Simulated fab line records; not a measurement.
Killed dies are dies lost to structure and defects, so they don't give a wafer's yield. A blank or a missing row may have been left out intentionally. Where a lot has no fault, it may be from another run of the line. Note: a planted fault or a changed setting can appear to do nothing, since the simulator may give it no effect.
Which tool is to blame?	flow gf180mcu	18 wafers from 6 lots sampled at 3 of the route's 602 steps

WHAT THE GAUGES SHOWED, per wafer
GF_MVSD_TW_MEAS_11.
lot	measured	on	MVSD_TW
L939	day 4 15:27	film-metro-01	1564 1563 1558
L941	day 5 04:18	film-metro-04	1593 1596 1591
L943	day 5 15:22	film-metro-04	1584 1594 1588
L945	day 6 03:27	film-metro-01	1577 1572 1573
L954	day 8 07:29	film-metro-04	1581 1575 1586
L957	day 9 02:34	film-metro-01	1564 1567 1572

WHICH TOOL RAN EACH LOT (tool, then ch and the chambers of the sampled wafers, then the start)
lot	GF_STI_ETCH_13	GF_MVSD_IMPLANT_08
L939	rie-diel-04 ch 0,1,2, day 2 06:31	implanter-01 ch 0, day 4 15:05
L941	rie-diel-03 ch 0,1,2, day 2 16:42	implanter-03 ch 0, day 5 03:55
L943	rie-diel-04 ch 0,1, day 3 03:12	implanter-04 ch 0, day 5 14:59
L945	rie-diel-04 ch 0,1, day 3 13:19	implanter-04 ch 0, day 6 03:05
L954	rie-diel-04 ch 0,3, day 5 13:07	implanter-01 ch 0, day 8 07:05
L957	rie-diel-02 ch 0,1,3, day 6 05:15	implanter-01 ch 0, day 9 02:11
- GF_STI_ETCH_13: etches the open film in CHF3/O2, stops on Si, target depth 282.31 nm, time 112.9 s.
- GF_MVSD_IMPLANT_08

THE ANSWER, worked out from the rows above alone
Rule: the usual values come from the lots themselves. Put in order of their means at a reading, lots are off if they are a third of the lots or fewer, leave a main group of 4 or more, and stand apart from it by a gap of 3 or more times the standard deviation of the main group's means; of several such gaps the widest counts. If all means in a main group match to the digits the tables above print for the reading, that group is not used. A lot without any number at a reading at which 4 lots or more have one is off too. Any other lot the step has rows for is counted as sound.
None of the lots is off at any reading shown; this tells nothing.

WHAT THE SIMULATOR PUT IN
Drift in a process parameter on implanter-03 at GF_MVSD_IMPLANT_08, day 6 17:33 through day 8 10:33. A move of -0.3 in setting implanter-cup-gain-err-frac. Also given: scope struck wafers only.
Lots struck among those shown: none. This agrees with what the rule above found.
